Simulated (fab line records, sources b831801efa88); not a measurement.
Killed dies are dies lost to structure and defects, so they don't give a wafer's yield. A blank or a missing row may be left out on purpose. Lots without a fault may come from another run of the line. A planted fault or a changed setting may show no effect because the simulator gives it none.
A struck lot beside a sound one | flow sfq_line | 42 steps out of a route of 325
Sound: wafers L378.1, L378.2, L378.4. Struck: wafers L374.2, L374.3, L374.6. The cause comes at the end.
At each step with rows: each side's tool, then ch and its chambers, then its first start. Under that, the readings that differ: sound wafers | struck wafers | difference of the means | sigmas: that difference in standard deviations of wafers without a fault.
alike: readings whose means differ by less than 2 such deviations, and words and numbers that are the same on both sides. not compared: withheld readings, readings that some wafer has no value for, bounds like >300 that may hide the same value, and numbers for which the record gives no deviation and whose values overlap.
The two part at a step that has a row with sigmas, a row that says differs or no value, or rows on one side only. Numbers that don't overlap but have no deviation are shown without sigmas and don't part them. A reading that every wafer of one side lacks parts them only if that side has two wafers or more.

first, 6 steps without rows for these wafers: SFQ_TRILAYER_M4_LITHO_COAT_098 (resist thk 62 nm); SFQ_TRILAYER_M4_LITHO_COAT_093 (resist thk 600 nm); SFQ_TRILAYER_M4_LITHO_SOFTBAKE_097; SFQ_TRILAYER_M4_LITHO_EXPOSE_094 (exposes mask M4, target cd 500 nm); SFQ_TRILAYER_M4_LITHO_PEB_096 (peb time 60 s); SFQ_TRILAYER_M4_LITHO_DEVELOP_095 (time 60 s).
SFQ_M4_OVL_MEAS_926:
  sound on overlay-01, day 39 17:38; struck on overlay-01, day 38 15:26
  alike: M4_OVL
SFQ_TRILAYER_M4_BARC_OPEN_METAL_ETCH_123: etches BARC in O2, target depth 125 nm, time 41.7 s.
  sound on rie_metal-03 ch 0,1, day 39 17:40; struck on rie_metal-03 ch 0,1, day 38 15:28
  alike: drypump_motor_current_A, oes_product_au
  not compared: rf_hours_counter_h
then, 1 step without rows for these wafers: SFQ_TRILAYER_M4_ETCH_METAL_ETCH_096 (etches Nb in Cl2/Ar, stops on SiO2, target depth 240 nm, time 120 s).
SFQ_TRILAYER_M4_STRIP_STRIP_097: strips in O2.
  sound on rie_metal-03 ch 0,1, day 39 17:52; struck on rie_metal-03 ch 0,1, day 38 15:40
  alike: drypump_motor_current_A, oes_product_au
  not compared: rf_hours_counter_h
then, 1 step without rows for these wafers: SFQ_TRILAYER_M4_STRIP_SOLV_CLEAN_098 (cleans in NMP, time 600 s).
SFQ_TRILAYER_I4_DEP_PECVD_099: deposits SiO2 from SiH4/N2O, time 111.11 s, target thk 500 nm.
  sound on pecvd-01 ch 1,2, day 39 18:38; struck on pecvd-04 ch 0,1, day 38 16:26
  alike: heater_power_w, throttle_valve_pct
  not compared: since_wet_clean_h
-- the record jumps here: 3 days lie between the struck wafers' starts before and after --
SFQ_TRILAYER_I4_CMP_CMP_100: polishes SiO2.
  sound on cmp-01 ch 1,2,3, day 42 17:35; struck on cmp-02 ch 0,2,3, day 41 08:42
  reading                                             | sound             | struck            | difference | sigmas
  motor_current_A (A)                                 | 10.4 11.3 10.9    | 9.6 9.5 9.7       | -1.3       | -2
  model.SiO2_of_TRILAYER_I4_DEP_PECVD_099.thk_nm (nm) | 201.1 199.5 199.5 | 178.2 179.3 179.8 | -20.9      |
  alike: time_to_endpoint_s
SFQ_I4_BOW_MEAS_927:
  sound on film_metro-02, day 42 20:35; struck on film_metro-02, day 41 10:43
  alike: I4_BOW
SFQ_TRILAYER_I4_METRO_MEASURE_101:
  sound on film_metro-02, day 42 20:43; struck on film_metro-02, day 41 11:01
  reading     | sound             | struck            | difference | sigmas
  thk_nm (nm) | 201.0 199.4 199.4 | 178.1 179.3 179.7 | -20.9      | -14
then, 6 steps without rows for these wafers: SFQ_TRILAYER_I4_VIA_LITHO_COAT_108 (resist thk 62 nm); SFQ_TRILAYER_I4_VIA_LITHO_COAT_103 (resist thk 650 nm); SFQ_TRILAYER_I4_VIA_LITHO_SOFTBAKE_107; SFQ_TRILAYER_I4_VIA_LITHO_EXPOSE_104 (exposes mask I4, target cd 700 nm); SFQ_TRILAYER_I4_VIA_LITHO_PEB_106 (peb time 60 s); SFQ_TRILAYER_I4_VIA_LITHO_DEVELOP_105 (time 60 s).
-- the record jumps here: 4 days lie between the struck wafers' starts before and after --
SFQ_I4_OVL_MEAS_928:
  sound on overlay-02, day 47 00:01; struck on overlay-01, day 45 08:16
  alike: I4_OVL
SFQ_TRILAYER_I4_VIA_BARC_OPEN_VIA_ETCH_146: etches BARC in O2, target depth 125 nm, time 41.7 s.
  sound on rie_diel-03 ch 0,1,2, day 47 00:04; struck on rie_diel-01 ch 0,2, day 45 08:18
  alike: drypump_motor_current_A, oes_product_au
  not compared: rf_hours_counter_h
SFQ_TRILAYER_I4_VIA_ETCH_VIA_ETCH_106: etches SiO2 in CHF3, stops on Nb, target depth 260 nm.
  sound on rie_diel-03 ch 0,1,2, day 47 00:06; struck on rie_diel-01 ch 0,2, day 45 08:20
  reading                        | sound             | struck            | difference | sigmas
  oes_product_au (a.u.)          | 0.857 0.859 0.849 | 0.807 0.806 0.797 | -0.052     | -10
  model.etch.depth_nm (nm)       | 201.1 199.5 199.5 | 178.2 179.3 179.8 | -20.9      |
  model.I4.feature_depth_nm (nm) | 201.1 199.5 199.5 | 178.2 179.3 179.8 | -20.9      |
  alike: drypump_motor_current_A
then, 7 steps without rows for these wafers: SFQ_TRILAYER_I4_VIA_STRIP_STRIP_107 (strips in O2); SFQ_TRILAYER_I4_VIA_STRIP_SOLV_CLEAN_108 (cleans in NMP, time 600 s); SFQ_TRILAYER_JJ_TRILAYER_DEP_PRE_CLEAN_113 (time 22.5 s); SFQ_TRILAYER_JJ_TRILAYER_DEP_SPUTTER_109 (material Nb, target thk 150 nm, time 100 s); SFQ_TRILAYER_JJ_TRILAYER_DEP_SPUTTER_110 (material Al, target thk 8 nm, time 10 s); SFQ_TRILAYER_JJ_TRILAYER_DEP_AL_OXIDATION_111 (oxidation time 600 s); SFQ_TRILAYER_JJ_TRILAYER_DEP_SPUTTER_112 (material Nb, target thk 170 nm, time 113.3 s).
SFQ_JJ_RS_MEAS_929: measures by four-point-probe.
  sound on film_metro-01, day 47 02:47; struck on film_metro-01, day 45 11:04
  reading           | sound             | struck            | difference | sigmas
  JJ_NB_RS (ohm/sq) | 1.064 1.071 1.063 | 1.035 1.034 1.037 | -0.031     | -2
then, 6 steps without rows for these wafers: SFQ_TRILAYER_JJ_CE_LITHO_COAT_119 (resist thk 62 nm); SFQ_TRILAYER_JJ_CE_LITHO_COAT_114 (resist thk 600 nm); SFQ_TRILAYER_JJ_CE_LITHO_SOFTBAKE_118; SFQ_TRILAYER_JJ_CE_LITHO_EXPOSE_115 (exposes mask J5, target cd 700 nm); SFQ_TRILAYER_JJ_CE_LITHO_PEB_117 (peb time 60 s); SFQ_TRILAYER_JJ_CE_LITHO_DEVELOP_116 (time 60 s).
-- the record jumps here: 6 days lie between the struck wafers' starts before and after --
SFQ_JJ_OVL_MEAS_931:
  sound on overlay-01, day 53 07:23; struck on overlay-02, day 51 00:11
  alike: J5_OVL
SFQ_TRILAYER_JJ_CE_METRO_MEASURE_117:
  sound on cd_sem-02, day 53 07:25; struck on cd_sem-02, day 51 00:25
  alike: cd_nm
then, 1 step without rows for these wafers: SFQ_TRILAYER_JJ_CE_BARC_OPEN_RIE_150 (chemistry O2, target BARC, target depth 240 nm, time 80 s).
-- the record jumps here: 6 days lie between the struck wafers' starts before and after --
SFQ_TRILAYER_M5_ETCH_METAL_ETCH_126: etches Nb in Cl2/BCl3, stops on SiO2, time 203.2 s, target depth 265 nm.
  sound on rie_metal-02 ch 0,1, day 59 07:59; struck on rie_metal-03 ch 0,1, day 57 08:55
  reading                                             | sound             | struck            | difference | sigmas
  model.SiO2_of_TRILAYER_I4_DEP_PECVD_099.thk_nm (nm) | 181.2 179.4 179.6 | 158.3 159.4 159.8 | -20.9      |
  alike: drypump_motor_current_A, oes_product_au
  not compared: rf_hours_counter_h

WHERE THEY PART
First at SFQ_TRILAYER_I4_CMP_CMP_100; last, within this record, at SFQ_JJ_RS_MEAS_929. Later steps at which nothing parts them and some readings are alike: SFQ_JJ_OVL_MEAS_931, SFQ_TRILAYER_JJ_CE_METRO_MEASURE_117, SFQ_TRILAYER_M5_ETCH_METAL_ETCH_126.

WHY: what the simulator had put in
Process parameter drift: cmp-02, from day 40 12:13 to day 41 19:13, at SFQ_TRILAYER_I4_CMP_CMP_100. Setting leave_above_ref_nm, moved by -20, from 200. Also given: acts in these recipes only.
